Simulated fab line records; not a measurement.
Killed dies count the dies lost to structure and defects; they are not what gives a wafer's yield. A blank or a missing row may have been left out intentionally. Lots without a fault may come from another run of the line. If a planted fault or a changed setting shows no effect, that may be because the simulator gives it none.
What tool caused it? | flow sfq line | Sampling: 14 lots, 42 wafers, 3 of 325 route steps

WHAT EACH GAUGE READ, for each wafer
SFQ_M4_OVL_MEAS_926.
lot  | measured     | on         | M4_OVL (nm)
L907 | day 45 06:36 | overlay-01 | -7 4 -1
L909 | day 46 00:37 | overlay-01 | -3 -9 -9
L910 | day 47 21:00 | overlay-01 | 7 -4 -7
L914 | day 48 10:22 | overlay-02 | -3 -2 -6
L915 | day 49 01:57 | overlay-02 | -4 -5 -9
L916 | day 53 11:03 | overlay-01 | 6 5 6
L917 | day 55 11:36 | overlay-02 | -4 0 2
L921 | day 56 11:35 | overlay-01 | -1 -1 7
L922 | day 56 15:54 | overlay-02 | -3 -12 -11
L924 | day 56 20:41 | overlay-01 | -8 0 0
L925 | day 57 01:29 | overlay-02 | -17 -14 -13
L927 | day 57 15:54 | overlay-01 | -7 1 -5
L928 | day 58 03:31 | overlay-02 | -8 -5 -7
L929 | day 59 03:31 | overlay-02 | 2 -7 -9

TOOL THAT RAN EACH LOT (tool first, then ch and the chambers of the sampled wafers, then the start)
lot  | SFQ_TRILAYER_M3_DEP_SPUTTER_073 | SFQ_TRILAYER_M3_ETCH_METAL_ETCH_078
L907 | pvd sputter-04, day 32 23:15    | rie metal-04 ch 0,1, day 33 06:32
L909 | pvd sputter-06, day 33 14:38    | rie metal-04 ch 0, day 33 17:43
L910 | pvd sputter-06, day 35 07:38    | rie metal-01 ch 0,1, day 35 10:23
L914 | pvd sputter-05, day 36 16:27    | rie metal-01 ch 0,1, day 36 19:04
L915 | pvd sputter-05, day 42 16:10    | rie metal-04 ch 0,1, day 42 19:54
L916 | pvd sputter-04, day 43 00:33    | rie metal-02 ch 0,1, day 43 04:18
L917 | pvd sputter-05, day 43 12:34    | rie metal-01 ch 0,1, day 49 05:41
L921 | pvd sputter-06, day 45 13:36    | rie metal-01 ch 0,1, day 50 09:17
L922 | pvd sputter-04, day 45 14:48    | rie metal-04 ch 1, day 50 10:36
L924 | pvd sputter-05, day 45 22:01    | rie metal-04 ch 0,1, day 50 16:27
L925 | pvd sputter-04, day 46 04:00    | rie metal-04 ch 0,1, day 50 21:15
L927 | pvd sputter-06, day 47 05:12    | rie metal-01 ch 0,1, day 52 06:21
L928 | pvd sputter-05, day 47 16:00    | rie metal-01 ch 0,1, day 52 15:57
L929 | pvd sputter-04, day 48 10:09    | rie metal-02 ch 0,1, day 53 17:33
- SFQ_TRILAYER_M3_DEP_SPUTTER_073: material Nb, target thk 200 nm, time 133.3 s.
- SFQ_TRILAYER_M3_ETCH_METAL_ETCH_078: etches Nb in Cl2/Ar, stops on SiO2, target depth 240 nm, time 120 s.

AS READ BY THE TOOLS THEMSELVES (means over the sampled wafers that have a number; for cases with no such wafer, the mark the record gives instead)
SFQ_TRILAYER_M3_DEP_SPUTTER_073.
lot  | tool           | throttle valve pct (%)
L907 | pvd sputter-04 | 31.7
L909 | pvd sputter-06 | 30.2
L910 | pvd sputter-06 | 29.5
L914 | pvd sputter-05 | 29.1
L915 | pvd sputter-05 | 29.1
L916 | pvd sputter-04 | 30.3
L917 | pvd sputter-05 | 29.0
L921 | pvd sputter-06 | 29.4
L922 | pvd sputter-04 | 31.3
L924 | pvd sputter-05 | 29.3
L925 | pvd sputter-04 | 31.2
L927 | pvd sputter-06 | 29.1
L928 | pvd sputter-05 | 29.2
L929 | pvd sputter-04 | 31.0

SFQ_TRILAYER_M3_ETCH_METAL_ETCH_078.
lot  | tool         | drypump motor current A (A) | oes product au (a.u.)
L907 | rie metal-04 | 5.1                         | 0.902
L909 | rie metal-04 | 5.7                         | 0.895
L910 | rie metal-01 | 6.0                         | 0.898
L914 | rie metal-01 | 5.6                         | 0.896
L915 | rie metal-04 | 5.0                         | 0.896
L916 | rie metal-02 | 6.5                         | 0.890
L917 | rie metal-01 | 5.6                         | 0.898
L921 | rie metal-01 | 5.6                         | 0.890
L922 | rie metal-04 | 4.8                         | 0.896
L924 | rie metal-04 | 5.3                         | 0.900
L925 | rie metal-04 | 5.0                         | 0.893
L927 | rie metal-01 | 5.6                         | 0.900
L928 | rie metal-01 | 6.0                         | 0.901
L929 | rie metal-02 | 6.4                         | 0.890

THE ANSWER, worked out from the rows above alone
Rule: what is usual is taken from the lots themselves. Put in order of their means at a reading, lots are off if they are a third of the lots or fewer, leave a main group of 4 or more, and stand apart from it by a gap of 3 or more times the standard deviation of the main group's means; of several such gaps the widest counts. A main group is skipped when, at the precision printed for the reading in the tables above, its means are all equal. A lot without any number at a reading at which 4 lots or more have one is off too. The other lots that the step has rows for count as sound. The gauges are gone through in route order, then the tools' own readings, and for those a lot's mean is taken as printed above. The first step at which some lot is off is used, and at that step the reading that is off furthest; a lot without a number counts as furthest.
Across all readings shown, no lot is off: no conclusion can be drawn from this.

WHAT WAS PUT IN BY THE SIMULATOR
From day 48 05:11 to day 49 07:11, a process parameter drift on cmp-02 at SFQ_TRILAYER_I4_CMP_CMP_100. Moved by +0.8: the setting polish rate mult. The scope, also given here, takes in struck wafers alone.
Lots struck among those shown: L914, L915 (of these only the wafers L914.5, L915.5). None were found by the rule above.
